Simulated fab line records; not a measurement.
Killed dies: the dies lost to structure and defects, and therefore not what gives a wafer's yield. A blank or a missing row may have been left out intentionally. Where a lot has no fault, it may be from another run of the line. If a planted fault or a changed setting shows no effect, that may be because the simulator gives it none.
fab line records | flow gf180mcu
[record] lots = 6 wafers = 18 lastDay = 34
route steps=602 shown V1@361 M2@362
lots that met no fault: from a run of the same line without faults
startH: hours from the record's first day to the start of the lot's first wafer shown | waitH: hours from the lot's prior step to this one | " as in the row above | L1.1+2: a row that stands for several wafers | - no value, or no start given | * or withheld: withheld | < > ~ a bound
route shown NAME@n: NAME is a module with steps in the file, n the number in the route of the first one | usual: the fault-free wafers' mean and standard deviation | same: alike in all rows | chamber/n: place in a boat | sites: the reading at each site | _std_site: their standard deviation | _edge_site: inner sites' mean taken away from outer sites' mean | radiusMm: how far each site lies from the wafer's centre | mask NAME#n: copy n | behind: tool/chamber where the wafer was last shaped | hold: cause of the lot's hold/its duration in hours/its outcome | device: which transistor (n, p or np) failed to switch | end of line: the tests these same wafers got at the end of their route | for a step that has no rows: nothing shown but its recipe | killed: the dies lost at the first sort to structure and to defects; this is not the yield of the wafer | map: dies across one wafer; x = killed, . = not, _ = none there
set.NAME: setting as actually run; set.NAME@STEP: the setting as run at that earlier step | model.NAME: the simulator's own value behind a step, which no gauge read
certain route steps with their lots: each step a table, each wafer a row
services: a tool's chamber out of use, with start hour (startH, from the record's first day; less than 0 if before it), hours out, and reason
[[steps]]
[step GF_V1_CMP_26]
[recipe] stopOn = SiO2 downForcePsi = 3.5 platenRpm = 60 tOverpolishS = 15 targetThkNm = 0 padVelocityMS = 0.94248
[step GF_M2_SPUTTER_00]
[recipe] material = Ti targetThkNm = 37.5 arrivingIonEnergyEv = 80 substrateTempC = 200 chamberPressurePa = 2 powerW = 4000 timeS = 150
[usual] chamberPressurePa = 2.000/0.0041 throttleValvePct = 30.3/0.81
// columns lot.wafer tool chamber startH waitH chamberPressurePa throttleValvePct
L841.1 pvdSputter-01 - 422.07 0.2 1.995 31.1
L841.5 " - " " 1.995 30.4
L841.6 " - " " 2.000 29.8
L846.1 pvdSputter-02 - 455.37 0.1 2.002 30.2
L846.2 " - " " 2.001 30.5
L846.3 " - " " 2.003 31.6
L850.2 pvdSputter-02 - 496.32 0.2 2.003 30.1
L850.3 " - " " 2.000 28.9
L850.5 " - " " 1.998 30.3
L851.1 pvdSputter-01 - 502.91 0.2 1.997 30.5
L851.2 " - " " 2.007 30.3
L851.6 " - " " 2.006 30.1
L862.2 pvdSputter-03 - 587.17 0.2 2.002 29.7
L862.4 " - " " 2.004 31.1
L862.6 " - " " 1.999 31.2
L863.1 pvdSputter-02 - 599.31 0.3 1.999 30.3
L863.2 " - " " 2.003 31.3
L863.5 " - " " 2.001 31.3
[step GF_M2_SPUTTER_01]
[recipe] material = TiN targetThkNm = 30 powerW = 6500 timeS = 25 chamberPressurePa = 0.4
[step GF_M2_SPUTTER_02]
[recipe] material = AlCu targetThkNm = 450 powerW = 10600 timeS = 23.9 chamberPressurePa = 0.4
[usual] chamberPressurePa = 0.4001/0.0008 throttleValvePct = 30.3/0.8
// columns lot.wafer tool chamber startH waitH chamberPressurePa throttleValvePct
L841.1 pvdSputter-01 - 422.20 0.0 0.3991 30.9
L841.5 " - " " 0.3997 30.4
L841.6 " - " " 0.3986 29.7
L846.1 pvdSputter-02 - 455.50 0.0 0.4014 30.1
L846.2 " - " " 0.4003 30.5
L846.3 " - " " 0.3996 31.5
L850.2 pvdSputter-02 - 496.45 0.0 0.3995 30.5
L850.3 " - " " 0.3992 29.3
L850.5 " - " " 0.4009 30.3
L851.1 pvdSputter-01 - 503.04 0.0 0.3994 30.5
L851.2 " - " " 0.4004 30.2
L851.6 " - " " 0.4004 30.6
L862.2 pvdSputter-03 - 587.30 0.0 0.4002 29.6
L862.4 " - " " 0.3997 31.5
L862.6 " - " " 0.3996 31.5
L863.1 pvdSputter-02 - 599.44 0.0 0.3991 30.0
L863.2 " - " " 0.4013 31.3
L863.5 " - " " 0.4006 31.4
[step GF_M2_SPUTTER_03]
[recipe] material = Ti targetThkNm = 10 substrateTempC = 300 chamberPressurePa = 0.3 powerW = 3000 timeS = 6.7
[usual] chamberPressurePa = 0.3000/0.0006 throttleValvePct = 30.3/0.8
// columns lot.wafer tool chamber startH waitH chamberPressurePa throttleValvePct
L841.1 pvdSputter-01 - 422.23 0.0 0.3001 31.1
L841.5 " - " " 0.2992 30.1
L841.6 " - " " 0.3004 29.8
L846.1 pvdSputter-02 - 455.53 0.0 0.3006 29.8
L846.2 " - " " 0.3001 30.4
L846.3 " - " " 0.2997 31.2
L850.2 pvdSputter-02 - 496.48 0.0 0.2996 30.3
L850.3 " - " " 0.2997 29.2
L850.5 " - " " 0.3012 30.2
L851.1 pvdSputter-01 - 503.07 0.0 0.3001 30.6
L851.2 " - " " 0.3001 30.3
L851.6 " - " " 0.2990 30.4
L862.2 pvdSputter-03 - 587.33 0.0 0.3007 29.7
L862.4 " - " " 0.3004 31.2
L862.6 " - " " 0.3000 31.3
L863.1 pvdSputter-02 - 599.47 0.0 0.2986 30.2
L863.2 " - " " 0.3000 31.4
L863.5 " - " " 0.2997 31.4
[step GF_M2_SPUTTER_04]
[recipe] material = TiN targetThkNm = 50 powerW = 6500 timeS = 41.7 chamberPressurePa = 0.4
[usual] chamberPressurePa = 0.4001/0.0008 throttleValvePct = 30.3/0.79
// columns lot.wafer tool chamber startH waitH chamberPressurePa throttleValvePct
L841.1 pvdSputter-01 - 422.25 0.0 0.4004 30.7
L841.5 " - " " 0.3992 30.5
L841.6 " - " " 0.4003 29.8
L846.1 pvdSputter-02 - 455.55 0.0 0.3994 30.1
L846.2 " - " " 0.4009 30.2
L846.3 " - " " 0.4001 31.4
L850.2 pvdSputter-02 - 496.50 0.0 0.4012 30.5
L850.3 " - " " 0.3997 29.4
L850.5 " - " " 0.3997 30.2
L851.1 pvdSputter-01 - 503.09 0.0 0.4016 30.4
L851.2 " - " " 0.4006 30.3
L851.6 " - " " 0.4009 30.2
L862.2 pvdSputter-03 - 587.35 0.0 0.4001 29.4
L862.4 " - " " 0.3995 31.1
L862.6 " - " " 0.4005 31.4
L863.1 pvdSputter-02 - 599.49 0.0 0.3990 30.0
L863.2 " - " " 0.3992 31.5
L863.5 " - " " 0.4009 31.4
[step GF_M2_RS_MEAS_05]
[recipe] thkMeasGauge = four-point-probe reads = TiN_of_M2_SPUTTER_04+Ti_of_M2_SPUTTER_03+AlCu_of_M2_SPUTTER_02+TiN_of_M2_SPUTTER_01+Ti_of_M2_SPUTTER_00
[usual] M2_ALCU_RS = 0.0690/0.00075
// columns lot.wafer tool chamber startH waitH M2_ALCU_RS[ohm/sq]
L841.1 filmMetro-04 - 422.29 0.0 0.0685
L841.5 " - " " 0.0686
L841.6 " - " " 0.0686
L846.1 filmMetro-03 - 455.59 0.0 0.0691
L846.2 " - " " 0.0688
L846.3 " - " " 0.0678
L850.2 filmMetro-04 - 496.56 0.0 0.0701
L850.3 " - " " 0.0684
L850.5 " - " " 0.0693
L851.1 filmMetro-03 - 503.13 0.0 0.0693
L851.2 " - " " 0.0700
L851.6 " - " " 0.0698
L862.2 filmMetro-03 - 587.41 0.0 0.0690
L862.4 " - " " 0.0677
L862.6 " - " " 0.0681
L863.1 filmMetro-04 - 599.53 0.0 0.0700
L863.2 " - " " 0.0691
L863.5 " - " " 0.0693
[step GF_M2_THK_MEAS_06]
[recipe] thkMeasGauge = xrf reads = AlCu_of_M2_SPUTTER_02
[usual] M2_ALCU_THK = 457/7.6
// columns lot.wafer tool chamber startH waitH M2_ALCU_THK[nm]
L841.1 filmMetro-04 - 422.41 0.1 454
L841.5 " - " " 450
L841.6 " - " " 453
L846.1 filmMetro-03 - 455.71 0.1 462
L846.2 " - " " 465
L846.3 " - " " 473
L850.2 filmMetro-04 - 496.67 0.1 448
L850.3 " - " " 456
L850.5 " - " " 450
L851.1 filmMetro-03 - 503.25 0.1 458
L851.2 " - " " 457
L851.6 " - " " 457
L862.2 filmMetro-03 - 587.52 0.1 460
L862.4 " - " " 468
L862.6 " - " " 470
L863.1 filmMetro-04 - 599.65 0.1 448
L863.2 " - " " 452
L863.5 " - " " 450
[step GF_M2_DEHYDRATE_07]
[recipe] tempC = 200 timeS = 60
[step GF_M2_HMDS_08]
[recipe] primeTimeS = 60 primeTempC = 120
[step GF_M2_COAT_09]
[recipe] resist = KrF spinRpm = withheld resistThkNm = 1000
[step GF_M2_SOFTBAKE_10]
[recipe] tempC = 130 timeS = 60 resist = KrF
[step GF_M2_EXPOSE_11]
[recipe] maskId = Metal2 targetCdNm = 280 na = 0.68 sourceShape = conventional sigmaOuter = 0.6 doseMj = 28
// columns lot.wafer tool chamber startH waitH mask
L841.1+5+6 krfScanner-02 0 434.55 - Metal2#0
L846.1+2+3 krfScanner-01 0 467.80 - Metal2#0
L850.2+3+5 krfScanner-01 0 507.92 - Metal2#0
L851.1+2+6 krfScanner-01 0 514.57 - Metal2#0
L862.2+4+6 krfScanner-02 0 598.42 - Metal2#0
L863.1+2+5 krfScanner-01 0 610.07 - Metal2#0
[step GF_M2_PEB_12]
[recipe] pebTempC = 135 pebTimeS = 90 resist = KrF
[step GF_M2_DEVELOP_13]
[recipe] developTimeS = 60 devTempC = 21
[step GF_M2_CD_MEAS_14]
[recipe] targetCdNm = 280
[usual] cdNm = 279.6/1.3
// columns lot.wafer tool chamber startH waitH cdNm
L841.1 cdSem-01 - 446.86 0.1 279.5
L841.5 " - " " 279.1
L841.6 " - " " 279.0
L846.1 cdSem-02 - 480.01 0.1 278.5
L846.2 " - " " 279.5
L846.3 " - " " 279.4
L850.2 cdSem-02 - 519.77 0.1 278.2
L850.3 " - " " 279.1
L850.5 " - " " 209.0
L851.1 cdSem-02 - 526.26 0.1 280.1
L851.2 " - " " 280.8
L851.6 " - " " 210.9
L862.2 cdSem-01 - 608.59 0.1 281.2
L862.4 " - " " 281.1
L862.6 " - " " 279.8
L863.1 cdSem-01 - 619.90 0.1 279.4
L863.2 " - " " 279.2
L863.5 " - " " 279.6
[step GF_M2_OVL_MEAS_15]
[usual] M2_OVL = -2/5.2
// columns lot.wafer tool chamber startH waitH M2_OVL[nm]
L841.1 overlay-01 - 446.98 0.1 4
L841.5 " - " " -4
L841.6 " - " " 2
L846.1 overlay-01 - 480.13 0.1 -2
L846.2 " - " " -8
L846.3 " - " " 0
L850.2 overlay-02 - 519.88 0.1 4
L850.3 " - " " -6
L850.5 " - " " 0
L851.1 overlay-01 - 526.38 0.1 -4
L851.2 " - " " -6
L851.6 " - " " -4
L862.2 overlay-02 - 608.69 0.1 5
L862.4 " - " " -2
L862.6 " - " " 4
L863.1 overlay-02 - 620.02 0.1 9
L863.2 " - " " 6
L863.5 " - " " 6
[step GF_M2_METAL_ETCH_16]
[recipe] chemistry = Cl2/BCl3 maskMaterial = KrF targetDepthNm = 627.5 stopOn = SiO2 pressureMtorr = 8 icpW = 800 biasW = 140 Cl2_flow_sccm = 80 bcl3FlowSccm = 40 timeS = 104.6
[usual] chamberPressureMTorr = 7.999/0.0077 drypumpMotorCurrentA = 5.8/0.44 oesProductAu = 0.975/0.0065 throttleValvePct = 28.247/0.011
// columns lot.wafer tool chamber startH waitH chamberPressureMTorr drypumpMotorCurrentA oesProductAu rfHoursCounterH throttleValvePct model.M2.cdNm
L841.1 rieMetal-01 0 447.02 0.0 7.988 6.1 0.981 9 28.243 282
L841.5 " 0 " " 7.988 6.1 0.969 - 28.254 282.9
L841.6 " 0 " " 7.990 6.1 0.973 - 28.256 281.3
L846.1 rieMetal-01 1 480.17 0.0 8.002 6.1 0.982 1 28.221 286.7
L846.2 " 0 " " 7.993 6.1 0.974 10 28.244 281.5
L846.3 " 0 " " 8.008 6.1 0.984 - 28.241 283.4
L850.2 rieMetal-02 0 519.91 0.0 8.011 5.4 0.970 9 28.249 281
L850.3 " 1 " " 8.001 6.3 0.981 - 28.241 278.1
L850.5 " 0 " " 8.003 5.4 0.972 - 28.245 208.5
L851.1 rieMetal-04 1 526.42 0.0 8.007 5.1 0.972 10 28.254 283.4
L851.2 " 0 " " 8.007 5.9 0.974 3 28.240 276.8
L851.6 " 0 " " 7.996 5.9 0.968 - 28.224 204.2
L862.2 rieMetal-01 0 608.76 0.1 8.000 6.1 0.966 - 28.256 282.8
L862.4 " 0 " " 7.995 6.1 0.974 - 28.239 283
L862.6 " 0 " " 7.997 6.1 0.988 - 28.231 282.6
L863.1 rieMetal-01 1 620.05 0.0 8.000 6.1 0.967 4 28.247 285.1
L863.2 " 0 " " 7.985 6.1 0.978 2 28.264 281.1
L863.5 " 0 " " 7.995 6.1 0.976 - 28.261 281.2
[step GF_M2_STRIP_17]
[recipe] chemistry = O2/N2 powerW = 1400 pressureMtorr = 1500 platenTempC = 250 o2FlowSccm = 3000 n2FlowSccm = 300 overashFraction = 0.5
[usual] chamberPressureMTorr = 1500.0/1.5 drypumpMotorCurrentA = 5.76/0.26 heaterPowerW = 336/29 n2FlowSccm = 300.1/1 oesProductAu = 0.557/0.0048 stripTimeToEndpointS = 7.85/0.042
// columns lot.wafer tool chamber startH waitH chamberPressureMTorr drypumpMotorCurrentA heaterPowerW n2FlowSccm oesProductAu rfHoursCounterH stripTimeToEndpointS
L841.1 plasmaAsher-02 1 447.24 0.2 1501.4 5.20 283 299.4 0.561 36 7.88
L841.5 " 0 " " 1498.6 6.13 330 299.6 0.560 - 7.87
L841.6 " 1 " " 1503.0 5.21 294 299.1 0.561 - 7.87
L846.1 plasmaAsher-03 1 480.28 0.1 1499.3 5.85 369 301.1 0.547 75 7.82
L846.2 " 0 " " 1499.7 5.78 306 300.7 0.554 75 7.88
L846.3 " 0 " " 1498.9 5.79 315 301.3 0.556 - 7.88
L850.2 plasmaAsher-02 1 520.02 0.1 1497.9 5.18 283 299.8 0.560 42 7.87
L850.3 " 0 " " 1500.4 6.14 319 300.5 0.562 - 7.83
L850.5 " 0 " " 1499.1 6.14 334 299.8 0.555 - 7.87
L851.1 plasmaAsher-02 0 526.53 0.1 1503.1 6.15 321 300.7 0.557 43 7.89
L851.2 " 1 " " 1502.2 5.18 287 300.1 0.561 43 7.84
L851.6 " 1 " " 1499.6 5.20 283 298.4 0.558 - 7.82
L862.2 plasmaAsher-01 0 608.95 0.1 1501.8 5.90 344 299.9 0.563 19 7.85
L862.4 " 1 " " 1501.4 5.64 375 297.7 0.555 - 7.84
L862.6 " 0 " " 1498.0 5.89 338 297.9 0.559 - 7.82
L863.1 plasmaAsher-03 0 620.20 0.1 1502.0 5.76 318 298.5 0.559 89 7.85
L863.2 " 1 " " 1500.7 5.86 367 300.1 0.558 89 7.86
L863.5 " 0 " " 1498.3 5.79 305 300.1 0.556 - 7.83
[[services]]
// columns tool chamber startH hours kind
krfScanner-01 - 413.57 7.2 pm
rieMetal-01 - 413.57 0.1 repair
krfScanner-01 - 428.30 3.6 pm
rieMetal-01 1 430.54 7.4 repair
krfScanner-02 - 435.15 0.6 repair
krfScanner-02 - 437.69 0.8 pm
plasmaAsher-03 - 444.83 1.2 repair
krfScanner-01 - 449.32 1.3 pm
plasmaAsher-03 - 452.00 19.8 pm
krfScanner-01 - 469.28 1.0 pm
krfScanner-01 - 483.47 0.8 pm
pvdSputter-02 - 483.64 2.4 repair
krfScanner-02 - 495.18 0.2 repair
plasmaAsher-02 - 497.61 15.7 repair
krfScanner-02 - 527.31 1.3 pm
plasmaAsher-02 - 538.74 2.8 pm
plasmaAsher-03 - 551.05 2.1 repair
krfScanner-02 - 554.28 1.0 pm
krfScanner-02 - 555.47 0.6 repair
pvdSputter-02 - 566.47 5.2 repair
plasmaAsher-03 - 588.23 4.9 repair
rieMetal-01 1 591.45 28.0 repair
rieMetal-01 - 600.89 1.2 repair
krfScanner-02 - 606.49 0.8 pm
[[key]]
[firstSign] step = GF_M2_CD_MEAS_14 reading = cdNm direction = down sigmas = 55 usual = 279.6 struck = 209.9
effect none on later readings
[modelEffect] step = GF_M2_METAL_ETCH_16 value = M2.cdNm without = 276.6 struck = 206.4
metAt GF_M2_EXPOSE_11
struckWafers L850.5,L851.6
laterRowsLeftOut L850.5,L851.6
sortLeftOut L850.5,L851.6
onsetBetween 467.80 507.92
[fault] kind = processParameterDrift tool = krfScanner-01 chamber = - onsetH = 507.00 steps = GF_M2_EXPOSE_11 channel = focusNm offset = 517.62 shape = step endH = 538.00 scope = struckWafersOnly
// sortLeftOut: the simulated sort isn't trusted on such a fault, so these wafers' sort isn't shown, and their yield isn't known
// laterRowsLeftOut: the simulator's readings of these wafers behind a module that went badly wrong aren't trusted and aren't shown, but for the sort
